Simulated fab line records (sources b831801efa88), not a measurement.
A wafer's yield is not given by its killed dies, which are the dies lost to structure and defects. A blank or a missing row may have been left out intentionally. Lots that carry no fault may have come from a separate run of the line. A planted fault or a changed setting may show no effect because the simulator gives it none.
A struck lot beside a sound one | flow gf180mcu | 27 steps out of a route of 602
Sound: wafers L492.3, L492.4, L492.5. Wafers struck: L499.1, L499.2, L499.5. At the end, the cause is stated.
For every step that has rows: the tool of each side, followed by ch and its chambers, followed by its first start. Under that, the readings that differ: sound wafers | struck wafers | difference of the means | sigmas: that difference in standard deviations of wafers without a fault.
alike: readings with means less than 2 such deviations apart, plus words and numbers identical on both sides. not compared: withheld readings, readings lacking a value on some wafer, bounds such as >300 that could conceal the same value, and numbers that have no deviation in the record and whose values overlap.
The two part at a step that has a row with sigmas, a row that says differs or no value, or rows on one side only. Numbers that don't overlap but have no deviation are shown without sigmas and don't part them. A reading missing from all wafers of one side parts the sides only when that side holds two or more wafers.

first, 1 step without rows for these wafers: GF_VT_IMPLANT_IMPLANT_19.
GF_VT_IMPLANT_STRIP_20: strips in O2/N2.
  sound on plasmaAsher-01 ch 0,1, day 6 11:43; struck on plasmaAsher-01 ch 0,1, day 8 05:08
  alike: chamberPressureMTorr, drypumpMotorCurrentA, heaterPowerW, oesProductAu, stripTimeToEndpointS
  not compared: rfHoursCounterH
GF_VT_IMPLANT_TW_MEAS_21:
  sound on filmMetro-02 at day 6 11:48; struck on filmMetro-04 at day 8 05:14
  alike: VT_IMPLANT_2_TW
then, 7 steps without rows for these wafers: GF_VT_IMPLANT_DEHYDRATE_22 (time 60 s); GF_VT_IMPLANT_HMDS_23 (prime time 60 s); GF_VT_IMPLANT_COAT_24 (resist thk 1000 nm); GF_VT_IMPLANT_SOFTBAKE_25 (time 60 s); GF_VT_IMPLANT_EXPOSE_26 (exposes mask LVPWELL HV AREA, target cd 860 nm); GF_VT_IMPLANT_PEB_27; GF_VT_IMPLANT_DEVELOP_28 (develop time 60 s).
GF_VT_IMPLANT_OVL_MEAS_29:
  sound on overlay-01 at day 7 02:42; struck on overlay-02 at day 8 21:00
  alike: VT_IMPLANT_02_OVL
following that, these wafers have no rows for 1 step: GF_VT_IMPLANT_IMPLANT_30.
GF_VT_IMPLANT_STRIP_31: strips in O2/N2.
  sound on plasmaAsher-01 ch 0,1, day 7 02:55; struck on plasmaAsher-03 ch 0,1, day 8 21:11
  no value came back on the struck wafers for any of 5 readings (chamberPressureMTorr (mTorr), drypumpMotorCurrentA (A) and others); on the sound wafers chamberPressureMTorr (mTorr) reads 1500.1 1498.7 1497.5
reading                                        | sound | struck          | difference | sigmas
model.NOVOLAK_of_VT_IMPLANT_COAT_24.thkNm (nm) | 0 0 0 | 999.4 997.5 997 | +998.0     | 
  not compared: rfHoursCounterH
GF_VT_IMPLANT_TW_MEAS_32:
  sound on filmMetro-04 at day 7 03:00; struck on filmMetro-03 at day 8 21:17
  alike: VT_IMPLANT_3_TW
then, 7 steps without rows for these wafers: GF_VT_IMPLANT_DEHYDRATE_33 (time 60 s); GF_VT_IMPLANT_HMDS_34 (prime time 60 s); GF_VT_IMPLANT_COAT_35 (resist thk 1000 nm); GF_VT_IMPLANT_SOFTBAKE_36 (time 60 s); GF_VT_IMPLANT_EXPOSE_37 (exposes mask Nwell HV AREA, target cd 860 nm); GF_VT_IMPLANT_PEB_38; GF_VT_IMPLANT_DEVELOP_39 (develop time 60 s).
GF_VT_IMPLANT_OVL_MEAS_40:
  sound on overlay-01 at day 7 18:04; struck on overlay-02 at day 9 13:31
reading                | sound          | struck      | difference | sigmas
VT_IMPLANT_03_OVL (nm) | -1.7 -0.5 -2.4 | 3.5 3.8 2.5 | +4.8       | +3
following that, these wafers have no rows for 1 step: GF_VT_IMPLANT_IMPLANT_41.
GF_VT_IMPLANT_STRIP_42: strips in O2/N2.
  sound on plasmaAsher-03 ch 0,1, day 7 18:16; struck on plasmaAsher-02 ch 0,1, day 9 13:41
reading                  | sound             | struck            | difference | sigmas
stripTimeToEndpointS (s) | 12.62 12.64 12.65 | 27.61 27.62 27.58 | +14.97     | +99 or more
  alike: chamberPressureMTorr, drypumpMotorCurrentA, heaterPowerW, oesProductAu
  not compared: rfHoursCounterH
GF_VT_IMPLANT_TW_MEAS_43:
  sound on filmMetro-04 at day 7 18:22; struck on filmMetro-02 at day 9 13:47
reading         | sound       | struck   | difference | sigmas
VT_IMPLANT_4_TW | 685 691 692 | 30 30 30 | -659       | -99 or more
then, 1 step without rows for these wafers: GF_VT_IMPLANT_CLEAN_44 (cleans in SC1/SC2, time 150 s).
-- a jump in the record: the struck wafers' starts before and after are 22 days apart (it breaks off in module VT_IMPLANT and resumes in module PASSIVATION, where the first step shown is number 602 of the route) --
GF_PASSIVATION_PROBE_99:
  only the struck wafers here have rows in the record (prober-01, day 31 05:54); the sound ones have none

WHERE THEY PART
Earliest at GF_VT_IMPLANT_STRIP_31; latest, in this record, at GF_PASSIVATION_PROBE_99.

WHY: what the simulator had put in
Skipped step whole: plasmaAsher-03, from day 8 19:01 on, at GF_VT_IMPLANT_STRIP_31. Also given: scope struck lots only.
